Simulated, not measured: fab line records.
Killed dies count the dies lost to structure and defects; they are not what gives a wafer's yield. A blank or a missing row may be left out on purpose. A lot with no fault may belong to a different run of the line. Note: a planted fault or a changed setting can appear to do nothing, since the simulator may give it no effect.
What tool caused it?	flow sfq-line	7 lots, 21 wafers sampled, at 2 steps of a route of 325

== WHAT THE GAUGES READ, wafer by wafer ==
SFQ_M7_RS_MEAS_943: measurement is done with a four-point probe.
lot	measured	on	M7_NB_RS (ohm/sq)
L907	day 78 12:55	film-metro-01	0.886 0.887 0.891
L913	day 80 05:46	film-metro-03	0.603 0.604 0.607
L918	day 81 13:37	film-metro-03	0.888 0.874 0.882
L921	day 82 14:36	film-metro-03	0.907 0.905 0.912
L924	day 84 04:44	film-metro-01	0.889 0.889 0.890
L926	day 88 06:42	film-metro-03	0.898 0.901 0.907
L928	day 89 09:13	film-metro-01	0.902 0.894 0.895

== TOOL THAT RAN EACH LOT (tool first, then ch and the chambers of the sampled wafers, then the start) ==
lot	SFQ_TRILAYER_M7_DEP_SPUTTER_175
L907	pvd-sputter-03, day 78 12:49
L913	pvd-sputter-03, day 80 05:37
L918	pvd-sputter-06, day 81 13:32
L921	pvd-sputter-05, day 82 14:31
L924	pvd-sputter-05, day 84 04:39
L926	pvd-sputter-06, day 88 06:35
L928	pvd-sputter-03, day 89 09:07
- SFQ_TRILAYER_M7_DEP_SPUTTER_175: material Nb, target thk 200 nm, time 133.3 s.

== THE ANSWER, worked out from the rows above alone ==
Rule: what is usual is taken from the lots themselves. Put in order of their means at a reading, lots are off if they are a third of the lots or fewer, leave a main group of 4 or more, and stand apart from it by a gap of 3 or more times the standard deviation of the main group's means; of several such gaps the widest counts. If all means in a main group match to the digits the tables above print for the reading, that group is not used. Also off: a lot with no number at a reading for which 4 or more lots have one. Where the step has rows for the other lots, those lots are counted as sound.
Off: L913, at SFQ_M7_RS_MEAS_943 (M7_NB_RS). Mean 0.894 ohm/sq and standard deviation 0.009 in the main group.
A tool fits if, at a process step before that reading, it ran every lot that is off, and no sound lot after the first of them. The gauges at SFQ_M7_RS_MEAS_943 are tried like those tools. Not one of the candidates tried fits.

== WHAT HAD BEEN PUT IN BY THE SIMULATOR ==
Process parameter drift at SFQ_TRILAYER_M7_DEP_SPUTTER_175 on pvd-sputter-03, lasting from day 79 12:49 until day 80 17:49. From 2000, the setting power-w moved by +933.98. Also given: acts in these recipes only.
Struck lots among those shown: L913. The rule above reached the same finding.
